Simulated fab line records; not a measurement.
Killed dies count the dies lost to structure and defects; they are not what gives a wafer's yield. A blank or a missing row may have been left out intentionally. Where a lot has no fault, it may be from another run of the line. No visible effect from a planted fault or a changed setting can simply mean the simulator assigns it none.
Which tool did it? | flow sky130 | Sampling: 14 lots, 42 wafers, 5 of 708 route steps

== WHAT THE GAUGES READ, wafer by wafer ==
SKY_SONOS_TUNNEL_OVL_MEAS_08.
lot  | measured     | on         | SONOS_TUNNEL_OVL (nm)
L803 | day 11 08:04 | overlay-01 | 2.9 0.3 1.0
L804 | day 11 15:49 | overlay-01 | 1.0 3.1 2.8
L805 | day 11 22:11 | overlay-02 | 1.9 1.7 -2.0
L806 | day 12 03:52 | overlay-02 | -2.4 -0.3 1.5
L810 | day 13 16:31 | overlay-01 | 1.5 1.3 0.7
L812 | day 14 14:38 | overlay-01 | -0.2 0.4 -1.3
L814 | day 15 06:16 | overlay-01 | 3.9 2.4 4.5
L816 | day 15 16:46 | overlay-02 | 0.9 1.8 3.2
L818 | day 16 16:56 | overlay-01 | 1.9 1.6 -1.5
L819 | day 16 22:13 | overlay-02 | 259.9 260.4 258.4
L820 | day 17 06:16 | overlay-02 | -1.2 -1.1 -0.1
L822 | day 17 13:51 | overlay-02 | -2.0 -2.0 -1.1
L824 | day 18 09:06 | overlay-02 | -0.5 0.3 0.4
L825 | day 18 17:04 | overlay-02 | 262.9 260.9 259.0

SKY_LDD_P_OVL_MEAS_08.
lot  | measured     | on         | LDD_P_OVL (nm)
L803 | day 18 20:25 | overlay-02 | -0.9 -0.8 0.2
L804 | day 19 09:19 | overlay-01 | -0.4 -1.3 -0.5
L805 | day 19 12:28 | overlay-02 | 0.1 1.2 0.2
L806 | day 20 01:55 | overlay-02 | 1.5 -0.5 -1.2
L810 | day 21 21:34 | overlay-01 | -2.0 -2.2 -2.7
L812 | day 22 18:26 | overlay-01 | 0.4 0.0 0.7
L814 | day 23 12:55 | overlay-02 | 0.7 0.1 -1.4
L816 | day 23 21:13 | overlay-02 | 1.0 0.3 1.1
L818 | day 24 21:19 | overlay-02 | -1.0 -1.0 -0.4
L819 | day 25 03:34 | overlay-01 | -1.3 1.1 0.8
L820 | day 25 14:34 | overlay-01 | 0.5 -0.4 -1.2
L822 | day 25 20:19 | overlay-02 | 0.5 -0.4 0.0
L824 | day 26 13:40 | overlay-01 | 0.8 0.5 0.7
L825 | day 26 22:46 | overlay-01 | 0.1 -0.1 -3.1

SKY_LDD_HVP_OVL_MEAS_07.
lot  | measured     | on         | LDD_HVP_OVL (nm)
L803 | day 21 10:23 | overlay-01 | 1.0 2.0 0.1
L804 | day 21 22:55 | overlay-02 | 0.6 0.4 0.2
L805 | day 22 02:05 | overlay-01 | 1.2 -0.8 0.1
L806 | day 22 15:29 | overlay-01 | -3.1 0.2 -0.4
L810 | day 24 09:48 | overlay-02 | -0.9 -0.2 0.3
L812 | day 25 06:30 | overlay-01 | 0.2 2.5 1.7
L814 | day 26 00:29 | overlay-01 | 0.0 -0.9 -2.0
L816 | day 26 08:05 | overlay-02 | -0.5 0.0 0.5
L818 | day 27 08:35 | overlay-01 | 0.7 1.4 -0.5
L819 | day 27 14:20 | overlay-01 | 0.7 2.4 1.0
L820 | day 28 00:42 | overlay-01 | -0.3 -0.2 -1.2
L822 | day 28 06:17 | overlay-01 | 1.1 1.2 -0.7
L824 | day 28 22:51 | overlay-01 | 0.3 -0.2 -0.1
L825 | day 29 07:47 | overlay-01 | -0.9 1.2 1.7

SKY_SD_N_RS_MEAS_16: measurement is done with a four-point probe.
lot  | measured     | on           | SD_N_RS (ohm/sq)
L803 | day 27 18:50 | filmMetro-04 | 68.73 68.56 68.58
L804 | day 28 06:49 | filmMetro-03 | 68.66 68.65 68.47
L805 | day 28 10:52 | filmMetro-04 | 68.66 68.62 68.50
L806 | day 28 20:22 | filmMetro-03 | 68.67 68.55 68.62
L810 | day 30 10:45 | filmMetro-01 | 68.54 68.60 68.46
L812 | day 31 07:53 | filmMetro-03 | 68.77 68.61 68.72
L814 | day 31 23:07 | filmMetro-03 | 68.71 68.54 68.68
L816 | day 32 08:07 | filmMetro-01 | 68.47 68.61 68.61
L818 | day 33 05:38 | filmMetro-01 | 68.49 68.60 68.57
L819 | day 33 11:54 | filmMetro-04 | 68.44 68.39 68.38
L820 | day 33 21:22 | filmMetro-01 | 68.67 68.51 68.71
L822 | day 34 03:23 | filmMetro-01 | 68.66 68.62 68.56
L824 | day 34 18:53 | filmMetro-01 | 68.61 68.56 68.65
L825 | day 35 01:06 | filmMetro-03 | 68.66 68.53 68.70

== WHICH TOOL RAN EACH LOT (tool, then ch and the chambers of the sampled wafers, then the start) ==
lot  | SKY_SONOS_TUNNEL_EXPOSE_04
L803 | ilineStepper-01 ch 0, day 10 20:11
L804 | ilineStepper-01 ch 0, day 11 03:59
L805 | ilineStepper-01 ch 0, day 11 10:29
L806 | ilineStepper-02 ch 0, day 11 16:25
L810 | ilineStepper-02 ch 0, day 13 03:35
L812 | ilineStepper-02 ch 0, day 14 01:21
L814 | ilineStepper-01 ch 0, day 14 16:56
L816 | ilineStepper-02 ch 0, day 15 03:46
L818 | ilineStepper-01 ch 0, day 16 02:56
L819 | ilineStepper-01 ch 0, day 16 08:10
L820 | ilineStepper-02 ch 0, day 16 16:15
L822 | ilineStepper-02 ch 0, day 16 23:38
L824 | ilineStepper-02 ch 0, day 17 18:22
L825 | ilineStepper-01 ch 0, day 18 02:05
- SKY_SONOS_TUNNEL_EXPOSE_04: exposes mask TUNM, target cd 410 nm.

== AS READ BY THE TOOLS THEMSELVES (means over the sampled wafers that have a number; for cases with no such wafer, the mark the record gives instead) ==
The record holds no such reading with a usual standard deviation.

== THE ANSWER, worked out from the rows above alone ==
Rule: the lots themselves supply what counts as usual. Put in order of their means at a reading, lots are off if they are a third of the lots or fewer, leave a main group of 4 or more, and stand apart from it by a gap of 3 or more times the standard deviation of the main group's means; of several such gaps the widest counts. The tables above print the reading to a certain number of digits; a main group whose means all agree to those digits is not used. A lot without any number at a reading at which 4 lots or more have one is off too. All remaining lots with rows at the step are treated as sound. After the gauges, taken in route order, come the tools' own readings; for these a lot's mean is taken, as printed above. At the first step where some lot is off, the reading lying furthest off is the one used; lots without a number count as furthest.
Off: L819, L825, at SKY_SONOS_TUNNEL_OVL_MEAS_08 (SONOS_TUNNEL_OVL). The main group: mean 0.7 nm, standard deviation 1.4.
If a tool, at a process step before that reading, ran all the lots that are off and no sound lot after the first of them, it fits. Gauges at SKY_SONOS_TUNNEL_OVL_MEAS_08: tried the same way as those tools. One fits: SKY_SONOS_TUNNEL_EXPOSE_04 on ilineStepper-01. A fault onset in the window from L818 (day 16 02:56, its last sound lot) to L819 (day 16 08:10, its first lot off) fits.

== WHAT WAS PUT IN BY THE SIMULATOR ==
Scanner matching overlay: ilineStepper-01, from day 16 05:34 on, at SKY_SONOS_TUNNEL_EXPOSE_04. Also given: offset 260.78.
Shown lots that were struck: L819, L825. The rule above found the same.
